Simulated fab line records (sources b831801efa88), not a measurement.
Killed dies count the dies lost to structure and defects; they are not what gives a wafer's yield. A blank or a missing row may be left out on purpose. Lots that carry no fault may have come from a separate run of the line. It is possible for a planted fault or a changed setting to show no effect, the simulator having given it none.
Split-lot trial | flow sfqLine | 5 lots, 23 wafers read, on a route of 325 steps

== THE SPLIT ITSELF ==
At SFQ_TRILAYER_L0_VIA_LITHO_PEB_016 (peb time 60 s), the setting pebTempC was moved away from the recipe's 115 C on 4 of the 23 wafers read, by +1.7% to +3.0%. The other wafers ran this setting at the recipe's value.

== SPLIT TO READING: what lies between them in the file, 1 step ==
- SFQ_TRILAYER_L0_VIA_LITHO_DEVELOP_015: time 60 s

== THE READING ==
L0V.cdNm (the simulator's own value, which no gauge read), in nm, at SFQ_TRILAYER_L0_VIA_BARC_OPEN_VIA_ETCH_021 (etches BARC in O2, target depth 125 nm, time 41.7 s). There is no usual value for it anywhere in the file. Average 700.3 nm, standard deviation 1.8 nm, over the 19 wafers here run with the recipe.

wafer  | tool, chamber at the split | pebTempC as run, C | against the recipe | L0V.cdNm, nm | against lot-mates on the recipe
L077.1 | lithoTrack-01, 0           | 117                | +1.7%              | 737.1        | +34.3
L077.2 | lithoTrack-01, 0           | 115                | recipe             | 701.4        | -
L077.3 | lithoTrack-01, 0           | 115                | recipe             | 703.5        | -
L077.4 | lithoTrack-01, 0           | 115                | recipe             | 703.4        | -
L077.5 | lithoTrack-01, 0           | 117                | +1.7%              | 735.8        | +33.0
L079.1 | lithoTrack-04, 0           | 115                | recipe             | 701.2        | -
L079.2 | lithoTrack-04, 0           | 118.5              | +3.0%              | 757.5        | +56.9
L079.3 | lithoTrack-04, 0           | 118.5              | +3.0%              | 756.8        | +56.2
L079.5 | lithoTrack-04, 0           | 115                | recipe             | 699.8        | -
L079.6 | lithoTrack-04, 0           | 115                | recipe             | 700.7        | -
L080.1 | lithoTrack-04, 0           | 115                | recipe             | 698          | -
L080.2 | lithoTrack-04, 0           | 115                | recipe             | 698.3        | -
L080.3 | lithoTrack-04, 0           | 115                | recipe             | 699.1        | -
L080.4 | lithoTrack-04, 0           | 115                | recipe             | 697.9        | -
L080.6 | lithoTrack-04, 0           | 115                | recipe             | 697.6        | -
L081.2 | lithoTrack-01, 0           | 115                | recipe             | 698.7        | -
L081.3 | lithoTrack-01, 0           | 115                | recipe             | 699.6        | -
L081.4 | lithoTrack-01, 0           | 115                | recipe             | 700.4        | -
L081.5 | lithoTrack-01, 0           | 115                | recipe             | 700.1        | -
L081.6 | lithoTrack-01, 0           | 115                | recipe             | 699.8        | -
L083.2 | lithoTrack-04, 0           | 115                | recipe             | 703.3        | -
L083.4 | lithoTrack-04, 0           | 115                | recipe             | 702.3        | -
L083.5 | lithoTrack-04, 0           | 115                | recipe             | 701.4        | -

THE FIT
A straight line over all 23 wafers: L0V.cdNm changes by +19.1 nm for each +1% of pebTempC; r = +0.99; the points scatter about the line by 2 nm.
The same after taking each lot's own level away (the mean of its wafers on the recipe; 23 wafers): +18.8 nm for each +1%; r = +1.00; scatter 0.77 nm.
That fit puts the effect of the largest move of pebTempC on the reading at 57 nm.
The span of the lots' own levels, 698.18 to 702.77 nm, comes to 2.5 times the standard deviation stated above.
Consequently the slope shifts little with the lot-to-lot level, the two slopes agreeing.
Check: for one of the wafers moved furthest among these (+3.0%), held out of the fit, the line's prediction against its lot-mates is +57.3 nm. Against them it came out at +56.9 nm.

== FURTHER SPLITS ON THESE WAFERS ==
Before the reading, these wafers also passed through other splits. Each is held against what the fit with the lots' levels taken away leaves over:
other split on the same wafers                 | wafers away from the commonest value | r with L0V.cdNm (lot level and that fit taken away)
SFQ_TRILAYER_L0_LITHO_COAT_010 resistThkNm     | 7                                    | +0.38
SFQ_TRILAYER_L0_LITHO_COAT_005 spinRpm         | 5                                    | +0.19
SFQ_TRILAYER_L0_VIA_LITHO_COAT_018 resistThkNm | 10                                   | +0.15

== THE FILE'S OWN FIT ==
L0V.cdNm changes by +18.8 nm for each +1% of pebTempC, r = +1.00.
